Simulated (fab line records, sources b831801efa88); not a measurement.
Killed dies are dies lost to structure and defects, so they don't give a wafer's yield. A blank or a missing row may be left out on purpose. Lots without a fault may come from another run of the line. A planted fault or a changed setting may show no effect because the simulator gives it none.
Problem report in the 8D (eight disciplines) form, filled by code | flow sky130 | the parts of the form that need people (team, actions taken, sign-off) are left out

1. THE PROBLEM
SPACER_CVD_00_THK at SKY_SPACER_THK_MEAS_01 reads a mean of 75.1 nm on 9 wafers of 3 lots; wafers without a fault read 43.1 nm with a standard deviation of 0.43. That is +74 standard deviations from the usual mean.
First seen on wafer L686.2, day 23 05:56, on film_metro-02. The record holds 33 wafers of 11 lots with a number at this step. Rule for "out", or "out of limits": more than 4 standard deviations from the usual mean. The other wafers with a number count as sound.

2. WHAT IT IS AND WHAT IT IS NOT
question                    | is                           | is not
which readings at this step | SPACER_CVD_00_THK            | -
which lots                  | L686, L687, L688             | L685, L695, L700, L702, L704, L705, L707, L708
which wafers of those lots  | all that have a number       | -
read on which gauges        | film_metro-01, film_metro-02 | film_metro-04
when                        | from day 23 05:56            | up to then (3 sound wafers); but 21 sound wafers of L695, L700, L702, L704, L705, L707, L708 came after

3. SUSPECTS, AND WHAT RULES EACH OUT
Counting: a tool at a process step up to the reading stays a suspect if it ran every lot that is out and no sound lot after the first of them.
- the gauge at SKY_SPACER_THK_MEAS_01: ruled out. The wafers that are out were read on 2 gauges (film_metro-01, film_metro-02).
- plasma_asher-04 at SKY_LDD_N_STRIP_16 (strips in O2/N2): ruled out as a lasting fault. Sound lots L705 ran on it after its first lot that is out, L686 (day 18 02:10).
- lpcvd-02 at SKY_SPACER_CVD_00 (deposits Si3N4 from DCS/NH3, target thk 43.1 nm, time 740 s): ruled out as a lasting fault. Sound lots L695, L702, L700, L704, L705, L708, L707 ran on it after its first lot that is out, L686 (day 23 04:07).
Left after counting: nothing in the record.

4. THE CAUSE (what the simulator had put in)
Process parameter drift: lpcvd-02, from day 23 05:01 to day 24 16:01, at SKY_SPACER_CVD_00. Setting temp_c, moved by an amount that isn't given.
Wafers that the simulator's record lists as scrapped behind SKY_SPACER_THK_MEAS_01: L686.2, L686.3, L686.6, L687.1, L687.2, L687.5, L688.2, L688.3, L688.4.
Counting ruled it out, wrongly: the rule takes a fault to strike every lot that its tool runs from its start on, and this one did not.

5. THE CHAIN OF EFFECTS, in route order
Each row: a reading whose mean over the struck wafers that have a number lies more than 3 standard deviations from the usual. Only readings for which the record gives a usual standard deviation are gone through. hours: the time from each lot's start at the first step in this table that gives one to its start at this step, as a median over the lots. sigmas: the change in usual standard deviations.
hours | step                   | reading               | usual   | on struck wafers | change | sigmas
0     | SKY_SPACER_CVD_00      | spike_tc_bottom_C     | 787.7 C | 842.1            | +54.4  | +24
0     | SKY_SPACER_CVD_00      | spike_tc_centre_C     | 771.0 C | 823.6            | +52.6  | +44
0     | SKY_SPACER_CVD_00      | spike_tc_lower_C      | 771.9 C | 822.5            | +50.6  | +42
0     | SKY_SPACER_CVD_00      | spike_tc_top_C        | 783.4 C | 832.6            | +49.2  | +45
0     | SKY_SPACER_CVD_00      | spike_tc_upper_C      | 770.1 C | 820.6            | +50.5  | +39
0     | SKY_SPACER_CVD_00      | susceptor_temp_C      | 770.0 C | 821.7            | +51.7  | +99 or more
0     | SKY_SPACER_CVD_00      | zone_power_bottom_pct | 18.2 %  | 21.9             | +3.7   | +4.4
0     | SKY_SPACER_CVD_00      | zone_power_centre_pct | 13.81 % | 15.49            | +1.68  | +9.3
0     | SKY_SPACER_CVD_00      | zone_power_lower_pct  | 12.74 % | 14.69            | +1.95  | +13
0     | SKY_SPACER_CVD_00      | zone_power_top_pct    | 27.8 %  | 31.7             | +3.9   | +5.5
0     | SKY_SPACER_CVD_00      | zone_power_upper_pct  | 12.1 %  | 15.0             | +2.9   | +3.7
2     | SKY_SPACER_THK_MEAS_01 | SPACER_CVD_00_THK     | 43.1 nm | 75.1             | +32.0  | +74
The process steps in it:
- SKY_SPACER_CVD_00: deposits Si3N4 from DCS/NH3, target thk 43.1 nm, time 740 s.

6. WHAT WOULD HAVE CAUGHT IT SOONER
In this record the first reading out of limits at a measuring or inspecting step was taken at day 23 05:56, 1 hour after the fault began at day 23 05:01.
The tool's own readings at SKY_SPACER_CVD_00 were out on every struck wafer that the step has a row for (spike_tc_bottom_C, spike_tc_centre_C, spike_tc_lower_C, spike_tc_top_C, spike_tc_upper_C, susceptor_temp_C, zone_power_centre_pct, zone_power_lower_pct, zone_power_top_pct): an alarm limit on them would have fired on the first of those.
